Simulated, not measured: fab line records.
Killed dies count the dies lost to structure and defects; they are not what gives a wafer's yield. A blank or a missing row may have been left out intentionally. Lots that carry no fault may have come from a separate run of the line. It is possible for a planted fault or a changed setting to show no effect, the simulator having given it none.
Commonality check across tools :: flow gf180mcu :: 12 lots and 36 wafers in the sample

REASON IT WAS OPENED
At GF_MVPSD_TW_MEAS_11 the reading MVPSD_TW is flagged on 3 of 12 lots. Fault-free wafers read 554, with a standard deviation of 4.3.
Rule: flag the lot when none of its wafers has a number, or when each of its wafers that has one lies beyond 4 standard deviations from that mean. As for the other lots, they are considered sound.

lot: L312
measured: day 5 02:11
on: film_metro-01
MVPSD_TW, wafer by wafer: 556 562 559
flag: 

lot: L313
measured: day 5 08:19
on: film_metro-02
MVPSD_TW, wafer by wafer: 552 555 552
flag: 

lot: L314
measured: day 5 12:47
on: film_metro-01
MVPSD_TW, wafer by wafer: 561 559 558
flag: 

lot: L315
measured: day 5 17:55
on: film_metro-02
MVPSD_TW, wafer by wafer: 553 557 550
flag: 

lot: L317
measured: day 6 04:35
on: film_metro-01
MVPSD_TW, wafer by wafer: 558 560 562
flag: 

lot: L320
measured: day 7 00:59
on: film_metro-01
MVPSD_TW, wafer by wafer: 558 560 557
flag: 

lot: L323
measured: day 7 18:38
on: film_metro-01
MVPSD_TW, wafer by wafer: 562 560 562
flag: 

lot: L324
measured: day 8 01:43
on: film_metro-04
MVPSD_TW, wafer by wafer: 553 551 552
flag: 

lot: L325
measured: day 8 07:25
on: film_metro-02
MVPSD_TW, wafer by wafer: 551 550 549
flag: 

lot: L331
measured: day 9 18:26
on: film_metro-02
MVPSD_TW, wafer by wafer: 1048 1047 1047
flag: FLAGGED

lot: L332
measured: day 10 00:41
on: film_metro-04
MVPSD_TW, wafer by wafer: 1023 1027 1031
flag: FLAGGED

lot: L333
measured: day 10 06:20
on: film_metro-02
MVPSD_TW, wafer by wafer: 1041 1042 1050
flag: FLAGGED
The numbers of the flagged lots are 1040 on average: +486 against the usual, or +99 or more standard deviations.

WHICH TOOL EACH LOT WENT THROUGH
The record holds 1 process step before the reading, out of a route of 602 steps. Each cell gives the tool, then ch followed by the chambers the sampled wafers passed through, then the start.
lot: L312
flag: 
GF_MVPSD_IMPLANT_08: implanter-01 ch 0, day 5 01:47

lot: L313
flag: 
GF_MVPSD_IMPLANT_08: implanter-03 ch 0, day 5 07:55

lot: L314
flag: 
GF_MVPSD_IMPLANT_08: implanter-01 ch 0, day 5 12:24

lot: L315
flag: 
GF_MVPSD_IMPLANT_08: implanter-03 ch 0, day 5 17:32

lot: L317
flag: 
GF_MVPSD_IMPLANT_08: implanter-01 ch 0, day 6 04:11

lot: L320
flag: 
GF_MVPSD_IMPLANT_08: implanter-03 ch 0, day 7 00:35

lot: L323
flag: 
GF_MVPSD_IMPLANT_08: implanter-01 ch 0, day 7 18:14

lot: L324
flag: 
GF_MVPSD_IMPLANT_08: implanter-03 ch 0, day 8 01:19

lot: L325
flag: 
GF_MVPSD_IMPLANT_08: implanter-01 ch 0, day 8 07:01

lot: L331
flag: FLAGGED
GF_MVPSD_IMPLANT_08: implanter-03 ch 0, day 9 18:02

lot: L332
flag: FLAGGED
GF_MVPSD_IMPLANT_08: implanter-01 ch 0, day 10 00:17

lot: L333
flag: FLAGGED
GF_MVPSD_IMPLANT_08: implanter-04 ch 0, day 10 05:56
What the steps here do:
- GF_MVPSD_IMPLANT_08
- GF_MVPSD_TW_MEAS_11

FLAGGED AGAINST TOTAL, ONE TOOL AT A TIME (gauges that did the reading follow at the end)
step: GF_MVPSD_IMPLANT_08
tool: implanter-01
lots run: 6
flagged: 1
share of the flagged lots: some
sound lots run after its first flagged lot: 0

step: GF_MVPSD_IMPLANT_08
tool: implanter-03
lots run: 5
flagged: 1
share of the flagged lots: some
sound lots run after its first flagged lot: 0

step: GF_MVPSD_IMPLANT_08
tool: implanter-04
lots run: 1
flagged: 1
share of the flagged lots: some
sound lots run after its first flagged lot: 0

step: GF_MVPSD_TW_MEAS_11
tool: film_metro-01
lots run: 5
flagged: 0
share of the flagged lots: none
sound lots run after its first flagged lot: -

step: GF_MVPSD_TW_MEAS_11
tool: film_metro-02
lots run: 5
flagged: 2
share of the flagged lots: some
sound lots run after its first flagged lot: 0

step: GF_MVPSD_TW_MEAS_11
tool: film_metro-04
lots run: 2
flagged: 1
share of the flagged lots: some
sound lots run after its first flagged lot: 0

WHAT THE TABLE ALLOWS
No row of the table ran every flagged lot.

WHAT THE SIMULATOR HAD INSERTED
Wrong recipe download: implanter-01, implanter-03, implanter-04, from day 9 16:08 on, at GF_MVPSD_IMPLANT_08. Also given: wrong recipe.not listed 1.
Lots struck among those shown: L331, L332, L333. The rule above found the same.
